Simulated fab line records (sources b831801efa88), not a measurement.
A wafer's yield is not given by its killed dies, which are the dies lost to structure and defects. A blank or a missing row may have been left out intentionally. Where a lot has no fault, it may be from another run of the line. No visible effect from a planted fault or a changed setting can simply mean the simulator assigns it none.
Struck lot and sound lot, side by side | flow sky130 | 20 out of 708 route steps
Sound: these wafers, L674.3, L674.4, L674.5. Wafers struck: L665.4, L665.5, L665.6. The cause is named last.
Per side, at each step with rows, come the tool, then ch with its chambers, and then its first start. Under that, the readings that differ: sound wafers | struck wafers | difference of the means | sigmas: that difference in standard deviations of wafers without a fault.
alike: a reading whose means differ by less than 2 such deviations, as well as words and numbers matching on both sides. not compared: withheld readings; readings where some wafer has no value; bounds like >300 that might hide an equal value; numbers whose values overlap and for which the record gives no deviation.
A row with sigmas, a row that says differs or no value, or rows on one side alone: a step with any of these is where the two part. Numbers that have no deviation but don't overlap get no sigmas and don't part them. Lack of a reading on every wafer of one side parts them only where that side has two or more wafers.

SKY_SONOS_TUNNEL_TW_MEAS_12:
  sound: film-metro-01 at day 17 09:51; struck: film-metro-03 at day 14 08:12
  alike: SONOS_TUNNEL_TW
then, 2 steps without rows for these wafers: SKY_SONOS_TUNNEL_CLEAN_13 (cleans in dHF, time 20 s); SKY_SONOS_ONO_OXIDATION_00 (stabilise 600 s, purge 300 s, target thk 2.6 nm).
SKY_SONOS_ONO_THK_MEAS_01:
  sound: film-metro-01 at day 17 11:50; struck: film-metro-02 at day 14 11:53
  alike: SONOS_ONO_OXIDATION_THK
then, 1 step without rows for these wafers: SKY_SONOS_ONO_CVD_02 (deposits Si3N4 from DCS/NH3, target thk 10.5 nm, time 180 s).
SKY_SONOS_ONO_THK_MEAS_03:
  sound: film-metro-01 at day 17 12:57; struck: film-metro-01 at day 14 14:13
  alike: SONOS_ONO_CVD_02_THK
then, 1 step without rows for these wafers: SKY_SONOS_ONO_CVD_04 (deposits SiO2 from SiH4/N2O, target thk 5.7199 nm).
SKY_SONOS_ONO_THK_MEAS_05:
  sound: film-metro-01 at day 17 14:16; struck: film-metro-02 at day 14 15:32
  alike: SONOS_ONO_CVD_04_THK
then, 4 steps without rows for these wafers: SKY_SONOS_ONO_DEHYDRATE_06 (time 60 s); SKY_SONOS_ONO_HMDS_07 (prime time 60 s); SKY_SONOS_ONO_COAT_08 (resist thk 1140 nm); SKY_SONOS_ONO_SOFTBAKE_09 (time 60 s).
SKY_SONOS_ONO_EXPOSE_10: exposes mask ONOM, target cd 410 nm.
  sound on iline-stepper-02 ch 0, day 18 05:21; struck on iline-stepper-02 ch 0, day 15 04:22
  alike: mask
then, 2 steps without rows for these wafers: SKY_SONOS_ONO_PEB_11; SKY_SONOS_ONO_DEVELOP_12 (develop time 60 s).
SKY_SONOS_ONO_CD_MEAS_13 targets a cd of 410 nm.
  sound: cd-sem-02 at day 18 19:32; struck: cd-sem-01 at day 15 18:31
  reading    | sound             | struck            | difference | sigmas
  cd-nm (nm) | 412.3 411.8 412.5 | 377.7 392.8 381.3 | -28.3      | -11
SKY_SONOS_ONO_OVL_MEAS_14:
  sound: overlay-02 at day 18 19:37; struck: overlay-02 at day 15 18:35
  alike: SONOS_ONO_OVL
SKY_SONOS_ONO_ETCH_15: etches the open film in CHF3/O2, target depth 19.52 nm, time 7.8 s.
  sound on rie-diel-03 ch 0,2, day 18 19:38; struck on rie-diel-02 ch 1,2,3, day 15 18:37
  reading                    | sound             | struck            | difference | sigmas
  model.SONOS_ONO.cd-nm (nm) | 412.4 411.9 412.5 | 377.3 392.4 381.9 | -28.4      |
  alike: drypump-motor-current-A, oes-product-au, throttle-valve-pct
  not compared: rf-hours-counter-h
then, 2 steps without rows for these wafers: SKY_SONOS_ONO_WET_ETCH_16 (etches SiO2 in dHF, target depth 14 nm, time 280 s); SKY_PAD_OPEN_PROBE_99.

== WHERE THEY PART ==
Only at SKY_SONOS_ONO_CD_MEAS_13, as far as this record shows. Later steps at which nothing parts them and some readings are alike: SKY_SONOS_ONO_OVL_MEAS_14, SKY_SONOS_ONO_ETCH_15.

WHY: whatever the simulator had introduced
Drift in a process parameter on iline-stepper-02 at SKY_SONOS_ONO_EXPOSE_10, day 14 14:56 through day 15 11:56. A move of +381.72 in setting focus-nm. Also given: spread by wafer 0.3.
